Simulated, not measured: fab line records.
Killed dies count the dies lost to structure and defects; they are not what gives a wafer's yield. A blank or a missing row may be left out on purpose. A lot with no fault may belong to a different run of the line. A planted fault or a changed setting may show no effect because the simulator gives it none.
A struck lot beside a sound one | flow sky130 | 15 out of 708 route steps
Sound: the wafers L155.3, L155.4, L155.6. Wafers L172.3, L172.4, L172.5 were the ones struck. At the end, the cause is stated.
Each step with rows lists, per side, the tool, then ch with its chambers, then its first start. Under that, the readings that differ: sound wafers | struck wafers | difference of the means | sigmas: that difference in standard deviations of wafers without a fault.
alike: same words and numbers on both sides, and readings whose means sit less than 2 such deviations apart. not compared: any withheld reading, any reading some wafer has no value for, any bound like >300 that may hide the same value, and any number with overlapping values for which the record gives no deviation.
A row with sigmas, a row that says differs or no value, or rows on one side alone: a step with any of these is where the two part. Numbers that have no deviation but don't overlap get no sigmas and don't part them. A reading that every wafer of one side lacks parts them only if that side has two wafers or more.

first, 3 steps without rows for these wafers: SKY_METAL1_EXPOSE_12 (exposes mask MM1, target cd 140 nm); SKY_METAL1_PEB_13; SKY_METAL1_DEVELOP_14 (develop time 60 s).
SKY_METAL1_CD_MEAS_15: the cd target is 140 nm.
  struck on cdSem-01, day 40 05:37; sound on cdSem-02, day 35 04:00
  alike: cdNm
SKY_METAL1_OVL_MEAS_16:
  struck on overlay-02, day 40 05:42; sound on overlay-02, day 35 04:05
  alike: METAL1_OVL
SKY_METAL1_DESCUM_17: chemistry O2, time 8 s.
  sound on rieMetal-01 ch 0,1, day 35 04:08; struck on rieMetal-04 ch 1, day 40 05:45
reading                  | sound       | struck      | difference | sigmas
drypumpMotorCurrentA (A) | 5.4 5.7 5.4 | 6.4 6.5 6.5 | +1.0       | +2
  alike: chamberPressureMTorr, oesProductAu
  not compared: rfHoursCounterH
SKY_METAL1_ETCH_18: etches BARC in N2/H2, stops on SiO2, time 45.9 s, target depth 60 nm.
  sound on rieMetal-01 ch 0,1, day 35 04:10; struck on rieMetal-04 ch 1, day 40 05:52
reading                  | sound       | struck      | difference | sigmas
drypumpMotorCurrentA (A) | 5.4 5.7 5.4 | 6.5 6.5 6.5 | +1.0       | +2
  alike: chamberPressureMTorr, oesProductAu, throttleValvePct
  not compared: rfHoursCounterH
SKY_METAL1_METAL_ETCH_19: etches the open film in Cl2/BCl3, stops on SiO2, target depth 360 nm, time 78 s.
  sound on rieMetal-01 ch 0,1, day 35 04:14; struck on rieMetal-04 ch 1, day 40 06:04
reading                  | sound       | struck      | difference | sigmas
drypumpMotorCurrentA (A) | 5.4 5.7 5.4 | 6.5 6.5 6.5 | +1.0       | +3
  alike: chamberPressureMTorr, oesProductAu, throttleValvePct
  not compared: rfHoursCounterH
SKY_METAL1_STRIP_20: strips in O2/N2.
  sound on plasmaAsher-03 ch 0,1, day 35 04:20; struck on plasmaAsher-03 ch 0,1, day 40 06:15
  alike: chamberPressureMTorr, drypumpMotorCurrentA, oesProductAu, stripTimeToEndpointS
  not compared: rfHoursCounterH
then, 3 steps without rows for these wafers: SKY_METAL1_STRIP_21 (strips in post etch residue remover, time 1200 s); SKY_METAL1_CLEAN_22 (cleans in IPA, time 180 s); SKY_METAL1_CLEAN_23 (cleans in O3/DIW).
SKY_VIA1_HDPCVD_00: deposits SiO2, target thk 1030 nm, time 171.7 s.
  sound on hdpcvd-01 ch 0,2, day 35 04:56; struck on hdpcvd-01 ch 1,2, day 40 06:49
reading                                 | sound          | struck         | difference | sigmas
model.SiO2_of_VIA1_HDPCVD_00.thkNm (nm) | 1033 1040 1020 | 1480 1482 1468 | +446       | 
SKY_VIA1_THK_MEAS_01:
  struck on filmMetro-02, day 40 06:56; sound on filmMetro-04, day 35 05:04
reading              | sound          | struck         | difference | sigmas
VIA1_HDPCVD_THK (nm) | 1033 1040 1020 | 1482 1482 1468 | +446       | +34
SKY_VIA1_CMP_02: polishes SiO2.
  sound on cmp-02 ch 0,2,3, day 35 05:06; struck on cmp-02 ch 1,2, day 40 06:59
  alike: motorCurrentA

WHERE THEY PART
Earliest at SKY_METAL1_DESCUM_17; latest, in this record, at SKY_VIA1_THK_MEAS_01. Later steps at which nothing parts them and some readings are alike: SKY_VIA1_CMP_02.

WHY: what the simulator had put in
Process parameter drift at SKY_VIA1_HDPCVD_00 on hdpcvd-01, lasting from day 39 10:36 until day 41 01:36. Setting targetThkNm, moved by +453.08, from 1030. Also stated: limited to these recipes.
